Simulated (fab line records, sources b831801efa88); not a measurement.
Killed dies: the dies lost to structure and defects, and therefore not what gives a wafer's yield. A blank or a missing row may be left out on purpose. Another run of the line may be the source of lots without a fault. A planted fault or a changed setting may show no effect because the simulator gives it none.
Matching of chambers | flow gf180mcu | GF_V2_CVD_02 on pecvd-03: 3 sister chambers
The step deposits SiO2 from TEOS, target thk 850 nm, time 94.851 s. 3 wafers are shown with their chamber, then 8 later ones without.

== EACH WAFER AND ITS CHAMBER ==
wafer  | chamber | heater_power_w (W)
L407.2 | 0       | 744
L407.3 | 1       | 753
L408.1 | 2       | 715

== WAFERS WITH NO CHAMBER GIVEN ==
wafer  | heater_power_w (W)
L408.2 | 698
L408.6 | 754
L411.2 | 815
L411.3 | 723
L411.5 | 683
L413.2 | 800
L413.3 | 652
L413.6 | 703

== THE CHAMBER EACH PASSED THROUGH ==
wafer  | from the rows above          | in truth
L408.2 | can't be placed: 2 or 0 or 1 | 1
L408.6 | can't be placed: 1 or 0 or 2 | 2
L411.2 | can't be placed: 1 or 0 or 2 | 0
L411.3 | can't be placed: 2 or 0 or 1 | 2
L411.5 | can't be placed: 2 or 0 or 1 | 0
L413.2 | can't be placed: 1 or 0 or 2 | 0
L413.3 | can't be placed: 2 or 0 or 1 | 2
L413.6 | can't be placed: 2 or 0 or 1 | 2
Correctly placed: 0 of 8. Cannot be placed on the basis of these rows: 8; the candidates contain the true chamber in 8. Placed wrongly: 0.
How it was worked out, from the rows above alone: a wafer's distance from a chamber is the root of the sum, over the readings, of the square of ((its reading less the chamber's mean) divided by the reading's scatter). If the next closest chamber is less than 2 further off than the closest, the wafer can't be placed; otherwise it belongs to the closest. The mean given for a chamber averages the wafers shown for that chamber. The scatter: with one shown wafer a chamber, the root of the mean of the squares of how far each hidden wafer lies from its nearest shown one.
